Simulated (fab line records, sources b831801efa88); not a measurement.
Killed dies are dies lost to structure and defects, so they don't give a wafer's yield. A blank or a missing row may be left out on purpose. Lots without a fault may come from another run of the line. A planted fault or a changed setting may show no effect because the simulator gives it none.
fab line records | flow sky130
record lots=15 wafers=45 last_day=50
route steps=708 shown POLY_CUT@319 CONTACT@421 METAL1@435 VIA1@469
lots that met no fault: from a run of the same line without faults
start_h: hours from the record's first day to the start of the lot's first wafer shown | wait_h: hours since the lot's step before | " the same as in the row above | L1.1+2: a row that stands for several wafers | - no value, or no start given | * or withheld: withheld | < > ~ a bound
route shown NAME@n: a module of which the file shows steps, and the number in the route of the first | usual: mean/standard deviation of fault-free wafers | same: alike in all rows | chamber/n: place in a boat | sites: the reading at each site | _std_site: their standard deviation | _edge_site: outer sites' mean less inner sites' | radius_mm: how far each site lies from the wafer's centre | mask NAME#n: copy n | behind: the tool/chamber that last shaped the wafer | hold: why the lot was held/for how many hours/how that ended | device: the transistor (n, p or np) that didn't switch | end of line: the same wafers' tests at the end of the route | a step without rows: its recipe alone | killed: dies lost to structure and defects at the first sort, not the wafer's yield | map: a wafer's dies, x killed, . not, _ none there
set.NAME: the setting as run; set.NAME@STEP: as run at that earlier step | model.NAME: the simulator's own value behind a step, which no gauge read
steps of the route over a sample of lots; a table a step, a row a wafer
services: from which hour (start_h, from the record's first day; less than 0 if before it) a tool's chamber was out of use, for how many hours, and why
## steps
# step SKY_POLY_CUT_STRIP_12
# recipe chemistry=O2/N2 power_w=1400 pressure_mtorr=1500 platen_temp_c=withheld o2_flow_sccm=3000 n2_flow_sccm=300 overash_fraction=0.5
# usual drypump_motor_current_A=5.7/0.52 n2_flow_sccm=299.9/0.86 oes_product_au=0.452/0.0044 strip_time_to_endpoint_s=5.365/0.019
# columns lot.wafer tool chamber start_h wait_h drypump_motor_current_A n2_flow_sccm oes_product_au rf_hours_counter_h strip_time_to_endpoint_s
L299.1 plasma_asher-02 1 564.83 0.0 5.1 300.7 0.447 13 5.350
L299.2 " 0 " " 6.0 299.9 0.451 13 5.336
L299.6 " 0 " " 6.0 299.3 0.449 - 5.372
L301.1 plasma_asher-02 1 604.46 0.0 5.1 300.6 0.458 17 5.355
L301.3 " 1 " " 5.2 299.9 0.451 - 5.385
L301.6 " 0 " " 6.1 300.9 0.456 - 5.364
L302.2 plasma_asher-01 0 604.55 0.0 5.3 298.8 0.458 90 5.373
L302.4 " 0 " " 5.3 300.8 0.447 - 5.347
L302.6 " 0 " " 5.3 300.8 0.460 - 5.347
L300.2 plasma_asher-04 1 604.58 0.0 5.1 300.2 0.446 81 5.370
L300.3 " 1 " " 5.1 299.6 0.450 - 5.364
L300.5 " 0 " " 6.1 298.7 0.450 - 5.342
L303.2 plasma_asher-02 1 604.90 0.0 5.1 300.4 0.452 17 5.337
L303.3 " 1 " " 5.2 299.0 0.450 - 5.359
L303.4 " 0 " " 6.0 299.1 0.451 - 5.314
L305.1 plasma_asher-02 0 618.61 0.0 6.0 299.5 0.449 18 5.363
L305.4 " 0 " " 6.0 300.8 0.448 - 5.371
L305.5 " 1 " " 5.1 300.3 0.451 - 5.363
L306.1 plasma_asher-02 1 623.18 0.0 5.1 299.1 0.449 19 5.365
L306.5 " 0 " " 6.0 300.8 0.453 - 5.359
L306.6 " 1 " " 5.1 300.6 0.452 - 5.348
L308.1 plasma_asher-04 0 644.88 0.0 6.1 300.2 0.451 85 5.378
L308.4 " 0 " " 6.1 299.8 0.454 - 5.390
L308.6 " 0 " " 6.1 299.7 0.455 - 5.370
L312.4 plasma_asher-04 0 675.33 0.0 6.1 299.5 0.458 - 5.381
L312.5 " 1 " " 5.2 298.7 0.450 - 5.397
L312.6 " 0 " " 6.1 299.7 0.458 - 5.403
L314.1 plasma_asher-04 0 691.96 0.0 6.2 299.9 0.453 90 5.355
L314.2 " 1 " " 5.2 297.4 0.455 90 5.372
L314.5 " 1 " " 5.2 298.7 0.452 - 5.375
L315.3 plasma_asher-04 1 693.45 0.1 5.2 300.4 0.463 - 5.391
L315.5 " 0 " " 6.1 299.0 0.460 - 5.409
L315.6 " 1 " " 5.2 300.9 0.459 - 5.398
L316.1 plasma_asher-01 1 716.41 0.0 6.5 299.1 0.448 101 5.389
L316.5 " 1 " " 6.5 300.3 0.448 - 5.371
L316.6 " 0 " " 5.3 300.9 0.452 - 5.367
L319.2 plasma_asher-01 0 728.05 0.0 5.3 301.4 0.455 103 5.378
L319.5 " 0 " " 5.3 299.9 0.447 - 5.372
L319.6 " 1 " " 6.6 299.6 0.460 - 5.360
L320.1 plasma_asher-04 0 737.17 0.0 6.2 300.5 0.446 93 5.354
L320.2 " 1 " " 5.2 299.3 0.454 93 5.352
L320.5 " 0 " " 6.1 302.2 0.446 - 5.371
L321.2 plasma_asher-04 0 743.32 0.0 6.2 299.6 0.447 94 5.347
L321.3 " 1 " " 5.1 301.4 0.460 - 5.345
L321.5 " 0 " " 6.1 298.8 0.446 - 5.374
# step SKY_CONTACT_OVL_MEAS_15
# usual CONTACT_OVL=-2/4.7
# columns lot.wafer tool chamber start_h wait_h CONTACT_OVL[nm]
L299.1 overlay-02 - 738.48 0.1 -2
L299.2 " - " " 2
L299.6 " - " " -4
L301.1 overlay-01 - 777.60 0.1 -6
L301.3 " - " " -1
L301.6 " - " " -6
L302.2 overlay-01 - 778.73 0.1 2
L302.4 " - " " 2
L302.6 " - " " 4
L300.2 overlay-02 - 779.46 0.1 1
L300.3 " - " " -3
L300.5 " - " " 8
L303.2 overlay-02 - 779.65 0.1 0
L303.3 " - " " -2
L303.4 " - " " 4
L305.1 overlay-01 - 790.66 0.1 3
L305.4 " - " " -2
L305.5 " - " " -4
L306.1 overlay-01 - 791.55 0.1 -1
L306.5 " - " " 0
L306.6 " - " " 3
L308.1 overlay-02 - 813.15 0.1 7
L308.4 " - " " 1
L308.6 " - " " 4
L312.4 overlay-01 - 843.91 0.1 -7
L312.5 " - " " -6
L312.6 " - " " -2
L314.1 overlay-02 - 857.95 0.1 -1
L314.2 " - " " 4
L314.5 " - " " 9
L315.3 overlay-01 - 858.97 0.1 -3
L315.5 " - " " -4
L315.6 " - " " -3
L316.1 overlay-02 - 880.51 0.1 -3
L316.5 " - " " -2
L316.6 " - " " -3
L319.2 overlay-01 - 892.43 0.1 0
L319.5 " - " " 0
L319.6 " - " " 3
L320.1 overlay-01 - 899.28 0.1 -8
L320.2 " - " " 3
L320.5 " - " " -4
L321.2 overlay-02 - 904.00 0.1 -4
L321.3 " - " " -10
L321.5 " - " " -10
# step SKY_METAL1_SPUTTER_01
# recipe material=TiN target_thk_nm=20 power_w=6500 time_s=16.7 chamber_pressure_pa=0.4
# usual throttle_valve_pct=30.1/1.1
# columns lot.wafer tool chamber start_h wait_h throttle_valve_pct
L299.1 pvd_sputter-04 - 739.91 0.0 32.1
L299.2 " - " " 31.7
L299.6 " - " " 31.4
L301.1 pvd_sputter-04 - 779.03 0.0 31.1
L301.3 " - " " 32.4
L301.6 " - " " 28.5
L302.2 pvd_sputter-02 - 780.16 0.0 28.8
L302.4 " - " " 29.5
L302.6 " - " " 28.8
L300.2 pvd_sputter-02 - 781.00 0.0 29.8
L300.3 " - " " 31.2
L300.5 " - " " 28.8
L303.2 pvd_sputter-01 - 781.08 0.0 30.2
L303.3 " - " " 30.4
L303.4 " - " " 29.9
L305.1 pvd_sputter-02 - 792.10 0.0 28.6
L305.4 " - " " 29.0
L305.5 " - " " 29.4
L306.1 pvd_sputter-02 - 792.99 0.0 31.3
L306.5 " - " " 31.3
L306.6 " - " " 29.3
L308.1 pvd_sputter-04 - 814.70 0.0 31.3
L308.4 " - " " 28.5
L308.6 " - " " 32.4
L312.4 pvd_sputter-04 - 845.36 0.0 28.6
L312.5 " - " " 31.2
L312.6 " - " " 30.3
L314.1 pvd_sputter-04 - 859.46 0.0 31.4
L314.2 " - " " 28.4
L314.5 " - " " 31.3
L315.3 pvd_sputter-02 - 860.46 0.0 28.6
L315.5 " - " " 29.0
L315.6 " - " " 29.5
L316.1 pvd_sputter-02 - 881.97 0.0 31.2
L316.5 " - " " 29.3
L316.6 " - " " 30.9
L319.2 pvd_sputter-01 - 893.88 0.0 31.1
L319.5 " - " " 30.2
L319.6 " - " " 29.7
L320.1 pvd_sputter-01 - 900.71 0.0 30.1
L320.2 " - " " 31.2
L320.5 " - " " 30.0
L321.2 pvd_sputter-04 - 905.47 0.0 32.5
L321.3 " - " " 30.5
L321.5 " - " " 32.3
# step SKY_VIA1_DEVELOP_11
# recipe develop_time_s=60 resist=KrF-thick dev_temp_c=21
# usual chill_plate_temp_C=22.99/0.11 develop_time_s=60/0
# columns lot.wafer tool chamber start_h wait_h chill_plate_temp_C develop_time_s
L299.1 litho_track-03 0 794 - 22.87 60
L299.2 " 0 " " 22.92 60
L299.6 " 0 " " 22.80 60
L301.1 litho_track-03 0 832 - 23.09 60
L301.3 " 0 " " 22.95 60
L301.6 " 0 " " 22.91 60
L302.2 litho_track-04 0 834 - 22.86 60
L302.4 " 0 " " 22.88 60
L302.6 " 0 " " 22.87 60
L300.2 litho_track-04 0 834 - 23.13 60
L300.3 " 0 " " 23.16 60
L300.5 " 0 " " 23.17 60
L303.2 litho_track-04 0 835 - 23.00 60
L303.3 " 0 " " 22.91 60
L303.4 " 0 " " 23.02 60
L305.1 litho_track-04 0 845 - 23.11 60
L305.4 " 0 846 - 23.02 60
L305.5 " 0 " " 22.94 60
L306.1 litho_track-02 0 846 - 23.07 60
L306.5 " 0 " " 23.04 60
L306.6 " 0 " " 22.93 60
L308.1 litho_track-03 0 868 - 23.14 60
L308.4 " 0 " " 23.00 60
L308.6 " 0 " " 23.07 60
L312.4 litho_track-02 0 898 - 23.01 60
L312.5 " 0 " " 23.03 60
L312.6 " 0 899 - 23.15 60
L314.1 litho_track-03 - 912 - - -
L314.2 " - " " - -
L314.5 " - " " - -
L315.3 litho_track-04 - 913 - - -
L315.5 " - " " - -
L315.6 " - " " - -
L316.1 litho_track-02 - 933 - - -
L316.5 " - " " - -
L316.6 " - " " - -
L319.2 litho_track-04 0 944 - 23.04 60
L319.5 " 0 " " 22.95 60
L319.6 " 0 " " 23.01 60
L320.1 litho_track-04 0 950 - 23.02 60
L320.2 " 0 " " 22.83 60
L320.5 " 0 " " 22.83 60
L321.2 litho_track-03 0 955 - 23.11 60
L321.3 " 0 " " 23.01 60
L321.5 " 0 " " 23.00 60
## services
# columns tool chamber start_h hours kind
plasma_asher-04 - 583.52 2.7 repair
plasma_asher-04 - 584.69 3.2 repair
pvd_sputter-04 - 599.15 6.5 repair
pvd_sputter-04 - 617.43 1.1 repair
plasma_asher-01 - 630.91 2.2 repair
pvd_sputter-02 - 648.21 1.8 repair
pvd_sputter-01 - 648.31 5.5 repair
pvd_sputter-01 - 680.30 3.0 repair
plasma_asher-01 - 697.30 2.8 pm
plasma_asher-04 - 714.39 14.6 pm
pvd_sputter-02 - 728.96 2.8 repair
plasma_asher-01 - 733.75 9.0 pm
plasma_asher-01 - 772.12 1.7 repair
plasma_asher-01 - 784.90 2.1 repair
plasma_asher-04 - 793.98 1.0 repair
pvd_sputter-02 - 802.27 2.4 repair
plasma_asher-01 - 837.05 2.1 repair
plasma_asher-04 - 846.12 0.6 repair
pvd_sputter-04 - 849.94 0.6 repair
pvd_sputter-02 - 874.80 1.0 repair
plasma_asher-02 - 895.01 2.8 pm
plasma_asher-02 - 918.88 0.4 repair
plasma_asher-02 - 928.85 5.6 repair
pvd_sputter-02 - 951.32 1.3 repair
## key
first_sign step=SKY_VIA1_DEVELOP_11 reading=tool_record direction=missing
effect none on later readings
met_at SKY_VIA1_DEVELOP_11
struck_lots L314,L315,L316
later_rows_left_out L314.1,L314.2,L314.5,L315.3,L315.5,L315.6,L316.1,L316.5,L316.6
sort_left_out L314.1,L314.2,L314.5,L315.3,L315.5,L315.6,L316.1,L316.5,L316.6
not_acting_at SKY_POLY_CUT_STRIP_12,SKY_CONTACT_OVL_MEAS_15,SKY_METAL1_SPUTTER_01
onset_between 898 912
fault kind=skipped_step_whole tool=litho_track-02,litho_track-03,litho_track-04 chamber=- onset_h=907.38 steps=SKY_VIA1_DEVELOP_11 scope=struck_lots_only
# sort_left_out: the simulated sort isn't trusted on such a fault, so these wafers' sort isn't shown, and their yield isn't known
# later_rows_left_out: the simulator's readings of these wafers behind a module that went badly wrong aren't trusted and aren't shown, but for the sort
